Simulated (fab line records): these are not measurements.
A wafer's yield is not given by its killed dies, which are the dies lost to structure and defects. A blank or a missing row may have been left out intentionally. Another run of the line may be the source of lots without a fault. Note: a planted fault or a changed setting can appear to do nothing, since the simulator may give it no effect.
Comparing a struck lot with a sound one / flow sky130 / 19 steps out of a route of 708
Sound: these wafers, L370.2, L370.3, L370.5. The struck wafers were L380.1, L380.4, L380.6. The cause is named last.
Each step with rows lists, per side, the tool, then ch with its chambers, then its first start. Under that, the readings that differ: sound wafers / struck wafers / difference of the means / sigmas: that difference in standard deviations of wafers without a fault.
alike: words and numbers the same on both sides, and readings whose means are apart by under 2 such deviations; not compared: readings that were withheld, readings missing a value for some wafer, numbers with overlapping values and no deviation given by the record, and bounds like >300 which may hide the same value.
The two part at a step that has a row with sigmas, a row that says differs or no value, or rows on one side only. Non-overlapping numbers with no deviation appear without sigmas and do not part them. A reading that every wafer of one side lacks parts them only if that side has two wafers or more.

first, 4 steps without rows for these wafers: SKY_VT_ADJUST_LVTN_SOFTBAKE_14 (time 60 s); SKY_VT_ADJUST_LVTN_EXPOSE_15 (exposes mask HVN STD DERIVED, target cd 600 nm); SKY_VT_ADJUST_LVTN_PEB_16; SKY_VT_ADJUST_LVTN_DEVELOP_17 (develop time 60 s).
SKY_VT_ADJUST_LVTN_OVL_MEAS_18:
  sound on overlay-02, day 7 18:49; struck on overlay-02, day 10 13:49
  alike: VT_ADJUST_LVTN_01_OVL
following that, these wafers have no rows for 1 step: SKY_VT_ADJUST_LVTN_IMPLANT_19.
SKY_VT_ADJUST_LVTN_STRIP_20: strips in O2/N2.
  sound on plasmaAsher-03 ch 1, day 7 19:00; struck on plasmaAsher-03 ch 0,1, day 10 14:00
  alike: drypumpMotorCurrentA, oesProductAu, stripTimeToEndpointS
  not compared: rfHoursCounterH
SKY_VT_ADJUST_LVTN_TW_MEAS_21:
  sound on filmMetro-03, day 7 19:07; struck on filmMetro-02, day 10 14:06
reading=VT_ADJUST_LVTN_2_TW; sound=190.3 190.8 190.1; struck=187.6 187.1 188.1; difference=-2.8; sigmas=-2
then, 4 steps without rows for these wafers: SKY_VT_ADJUST_NCORE_DEHYDRATE_00 (time 60 s); SKY_VT_ADJUST_NCORE_HMDS_01 (prime time 60 s); SKY_VT_ADJUST_NCORE_COAT_02 (resist thk 1140 nm); SKY_VT_ADJUST_NCORE_SOFTBAKE_03 (time 60 s).
SKY_VT_ADJUST_NCORE_EXPOSE_04: exposes mask LVTN COMPLEMENT THIN, target cd 380 nm.
  sound on ilineStepper-02 ch 0, day 8 05:37; struck on ilineStepper-01 ch 0, day 11 01:22
reading=model.VT_ADJUST_NCORE.overlayXNm (nm); sound=0.7657 0.7657 0.7657; struck=91.08 91.08 91.08; difference=+90.31; sigmas=
  alike: mask, reticleTempC
then, 2 steps without rows for these wafers: SKY_VT_ADJUST_NCORE_PEB_05; SKY_VT_ADJUST_NCORE_DEVELOP_06 (develop time 60 s).
SKY_VT_ADJUST_NCORE_CD_MEAS_07: target cd 380 nm.
  sound on cdSem-01, day 8 15:34; struck on cdSem-02, day 11 13:24
reading=cdNm (nm); sound=380.8 383.1 382.2; struck=378.3 374.7 377.4; difference=-5.2; sigmas=-2
SKY_VT_ADJUST_NCORE_OVL_MEAS_08:
  sound on overlay-02, day 8 15:40; struck on overlay-01, day 11 13:31
reading=VT_ADJUST_NCORE_OVL (nm); sound=1.7 1.1 0.8; struck=91.3 90.3 92.3; difference=+90.1; sigmas=+60
following that, these wafers have no rows for 1 step: SKY_VT_ADJUST_NCORE_IMPLANT_09.
-- record jumps: 37 days separate the struck wafers' starts on either side; left off in module VT_ADJUST_NCORE, taken up again in module PAD_OPEN, whose first shown step is the route's number 708 --
SKY_PAD_OPEN_PROBE_99:
  sound on prober-02, day 45 19:52; struck on prober-02, day 48 09:43
  alike: killed_at_M0_to_M3, killed_at_M4_up, killedAtContacts, killedAtFrontEnd, killedAtOther, killedDies, killedOpen, killedShort

WHERE THEY PART
At SKY_VT_ADJUST_LVTN_TW_MEAS_21 first; at SKY_VT_ADJUST_NCORE_OVL_MEAS_08 last (within this record only). Later steps at which nothing parts them and some readings are alike: SKY_PAD_OPEN_PROBE_99.

WHY: the cause the simulator had injected
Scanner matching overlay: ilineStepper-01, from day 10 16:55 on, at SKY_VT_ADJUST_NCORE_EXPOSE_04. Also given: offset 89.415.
